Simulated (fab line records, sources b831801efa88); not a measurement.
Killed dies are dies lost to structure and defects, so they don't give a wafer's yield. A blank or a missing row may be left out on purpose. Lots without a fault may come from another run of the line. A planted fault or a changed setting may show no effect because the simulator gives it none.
A struck lot beside a sound one | flow sky130 | 21 steps out of a route of 708
Sound: wafers L715.3, L715.5, L715.6. Struck: wafers L723.3, L723.5, L723.6. The cause comes at the end.
At each step with rows: each side's tool, then ch and its chambers, then its first start. Under that, the readings that differ: sound wafers | struck wafers | difference of the means | sigmas: that difference in standard deviations of wafers without a fault.
alike: readings whose means differ by less than 2 such deviations, and words and numbers that are the same on both sides. not compared: withheld readings, readings that some wafer has no value for, bounds like >300 that may hide the same value, and numbers for which the record gives no deviation and whose values overlap.
The two part at a step that has a row with sigmas, a row that says differs or no value, or rows on one side only. Numbers that don't overlap but have no deviation are shown without sigmas and don't part them. A reading that every wafer of one side lacks parts them only if that side has two wafers or more.

SKY_LI_CONTACT_CVD_21: deposits W, target thk 400 nm, time 120.56 s.
  sound on cvd_w-01 ch 0,1, day 29 16:50; struck on cvd_w-02 ch 0,1, day 33 00:08
  alike: chamber_pressure_Torr, heater_power_w
SKY_LI_CONTACT_RS_MEAS_22: measures by four-point-probe.
  sound on film_metro-04, day 29 16:58; struck on film_metro-01, day 33 00:15
  alike: LI_CONTACT_W_RS
SKY_LI_CONTACT_THK_MEAS_23: measures by xrf.
  sound on film_metro-04, day 29 17:04; struck on film_metro-01, day 33 00:21
  alike: LI_CONTACT_W_THK
SKY_LI_CONTACT_CMP_24: polishes, stops on PSG, t overpolish 20 s, target thk 0 nm.
  sound on cmp-01 ch 0,1,2, day 29 17:12; struck on cmp-01 ch 1,2,3, day 33 00:29
  alike: motor_current_A, overpolish_run_s, time_to_endpoint_s
SKY_LOCAL_INTERCONNECT_SPUTTER_00: material TiN, target thk 100 nm, time 83.3 s.
  sound on pvd_sputter-02, day 29 17:24; struck on pvd_sputter-01, day 33 00:41
  alike: throttle_valve_pct
SKY_LOCAL_INTERCONNECT_RS_MEAS_01: measures by four-point-probe.
  sound on film_metro-04, day 29 17:31; struck on film_metro-02, day 33 00:47
  reading                            | sound             | struck            | difference | sigmas
  LOCAL_INTERCONNECT_TIN_RS (ohm/sq) | 13.94 14.26 13.88 | 14.35 14.44 14.38 | +0.36      | +2
SKY_LOCAL_INTERCONNECT_THK_MEAS_02: measures by xrf.
  sound on film_metro-04, day 29 17:37; struck on film_metro-02, day 33 00:53
  reading                         | sound            | struck         | difference | sigmas
  LOCAL_INTERCONNECT_TIN_THK (nm) | 102.4 99.8 102.4 | 97.7 97.8 98.1 | -3.7       | -3
then, 5 steps without rows for these wafers: SKY_LOCAL_INTERCONNECT_DEHYDRATE_03 (time 60 s); SKY_LOCAL_INTERCONNECT_HMDS_04 (prime time 60 s); SKY_LOCAL_INTERCONNECT_COAT_05 (resist thk 60 nm); SKY_LOCAL_INTERCONNECT_COAT_06 (resist thk 450 nm); SKY_LOCAL_INTERCONNECT_SOFTBAKE_07 (time 90 s).
SKY_LOCAL_INTERCONNECT_EXPOSE_08: exposes mask LI1M, target cd 170 nm.
  sound on krf_scanner-01 ch 0, day 30 07:50; struck on krf_scanner-01 ch 0, day 33 14:11
  reading              | sound             | struck            | difference | sigmas
  exposure_dose_mJ_cm2 | 27.91 27.94 27.90 | 26.19 26.22 26.24 | -1.70      | -53
  alike: mask
then, 2 steps without rows for these wafers: SKY_LOCAL_INTERCONNECT_PEB_09; SKY_LOCAL_INTERCONNECT_DEVELOP_10 (develop time 60 s).
SKY_LOCAL_INTERCONNECT_CD_MEAS_11: target cd 170 nm.
  sound on cd_sem-01, day 30 20:58; struck on cd_sem-01, day 34 03:22
  reading    | sound             | struck            | difference | sigmas
  cd_nm (nm) | 170.2 169.5 169.3 | 123.9 103.2 120.6 | -53.8      | -41
SKY_LOCAL_INTERCONNECT_OVL_MEAS_12:
  sound on overlay-02, day 30 21:04; struck on overlay-01, day 34 03:28
  alike: LOCAL_INTERCONNECT_OVL
SKY_LOCAL_INTERCONNECT_ETCH_13: etches BARC in N2/H2, stops on SiO2, time 45.9 s, target depth 60 nm.
  sound on rie_metal-04 ch 0,1, day 30 21:07; struck on rie_metal-01 ch 0,1, day 34 03:30
  reading                             | sound             | struck            | difference | sigmas
  model.LOCAL_INTERCONNECT.cd_nm (nm) | 170.7 170.3 170.6 | 124.3 102.4 121.1 | -54.6      |
  alike: drypump_motor_current_A, oes_product_au, throttle_valve_pct
  not compared: rf_hours_counter_h
SKY_LOCAL_INTERCONNECT_METAL_ETCH_14: etches TiN in Cl2/BCl3, stops on PSG, target depth 110 nm, time 31.4 s.
  sound on rie_metal-04 ch 0,1, day 30 21:10; struck on rie_metal-01 ch 0,1, day 34 03:34
  reading                             | sound             | struck            | difference | sigmas
  model.LOCAL_INTERCONNECT.cd_nm (nm) | 170.9 170.6 171.1 | 124.7 101.7 121.3 | -55.0      |
  alike: drypump_motor_current_A, oes_product_au, throttle_valve_pct
  not compared: rf_hours_counter_h
SKY_LOCAL_INTERCONNECT_STRIP_15: strips in O2/N2.
  sound on plasma_asher-03 ch 0,1, day 30 21:14; struck on plasma_asher-01 ch 0,1, day 34 03:38
  alike: drypump_motor_current_A, oes_product_au, strip_time_to_endpoint_s
  not compared: rf_hours_counter_h
-- the record jumps here: 14 days lie between the struck wafers' starts before and after (it left off in module LOCAL_INTERCONNECT and takes up again in module PAD_OPEN, whose first step shown is number 708 of the route) --
SKY_PAD_OPEN_PROBE_99:
  the record has rows for the struck wafers here (prober-01, day 48 15:06) and none for the sound ones

WHERE THEY PART
First at SKY_LOCAL_INTERCONNECT_RS_MEAS_01; last, within this record, at SKY_PAD_OPEN_PROBE_99.

WHY: what the simulator had put in
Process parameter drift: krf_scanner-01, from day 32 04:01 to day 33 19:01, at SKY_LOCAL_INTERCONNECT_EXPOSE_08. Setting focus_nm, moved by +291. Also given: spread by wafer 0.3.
